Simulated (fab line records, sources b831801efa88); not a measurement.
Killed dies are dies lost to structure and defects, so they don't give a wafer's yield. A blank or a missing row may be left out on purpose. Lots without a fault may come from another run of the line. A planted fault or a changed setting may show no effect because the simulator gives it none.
Problem report in the 8D (eight disciplines) form, filled by code | flow sky130 | the parts of the form that need people (team, actions taken, sign-off) are left out

1. THE PROBLEM
beam_on_s at SKY_LDD_N_IMPLANT_15 reads a mean of 14.25 s on 6 wafers of 2 lots; wafers without a fault read 9.97 s with a standard deviation of 0.2. That is +21 standard deviations from the usual mean.
First seen on wafer L965.1, day 20 17:25, on implanter-03. The record holds 18 wafers of 6 lots with a number at this step. Rule for "out", or "out of limits": more than 4 standard deviations from the usual mean. The other wafers with a number count as sound.

2. WHAT IT IS AND WHAT IT IS NOT
question                    | is                            | is not
which readings at this step | beam_on_s, faraday_current_uA | -
which lots                  | L965, L968                    | L961, L971, L975, L979
which wafers of those lots  | all that have a number        | -
read on which tools         | implanter-03                  | implanter-01
when                        | from day 20 17:25             | up to then (3 sound wafers); but 9 sound wafers of L971, L975, L979 came after

3. SUSPECTS, AND WHAT RULES EACH OUT
Counting: a tool at a process step up to the reading stays a suspect if it ran every lot that is out and no sound lot after the first of them.
- implanter-03 at SKY_LDD_N_IMPLANT_15: ruled out as a lasting fault. Sound lots L979 ran on it after its first lot that is out, L965 (day 20 17:25).
Left after counting: nothing in the record.

4. THE CAUSE (what the simulator had put in)
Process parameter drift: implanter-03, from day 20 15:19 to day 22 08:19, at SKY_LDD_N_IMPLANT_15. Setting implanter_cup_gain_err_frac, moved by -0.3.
Counting ruled it out, wrongly.

5. THE CHAIN OF EFFECTS, in route order
Each row: a reading whose mean over the struck wafers that have a number lies more than 3 standard deviations from the usual. Only readings for which the record gives a usual standard deviation are gone through. hours: the time from each lot's start at the first step in this table that gives one to its start at this step, as a median over the lots. sigmas: the change in usual standard deviations.
hours | step                 | reading            | usual  | on struck wafers | change | sigmas
0     | SKY_LDD_N_IMPLANT_15 | beam_on_s          | 9.97 s | 14.25            | +4.28  | +21
0     | SKY_LDD_N_IMPLANT_15 | faraday_current_uA | 28.3   | 19.8             | -8.5   | -15
The process steps in it:
- SKY_LDD_N_IMPLANT_15

6. WHAT WOULD HAVE CAUGHT IT SOONER
In this record the first reading out of limits was taken at day 20 17:25, 2 hours after the fault began at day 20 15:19.
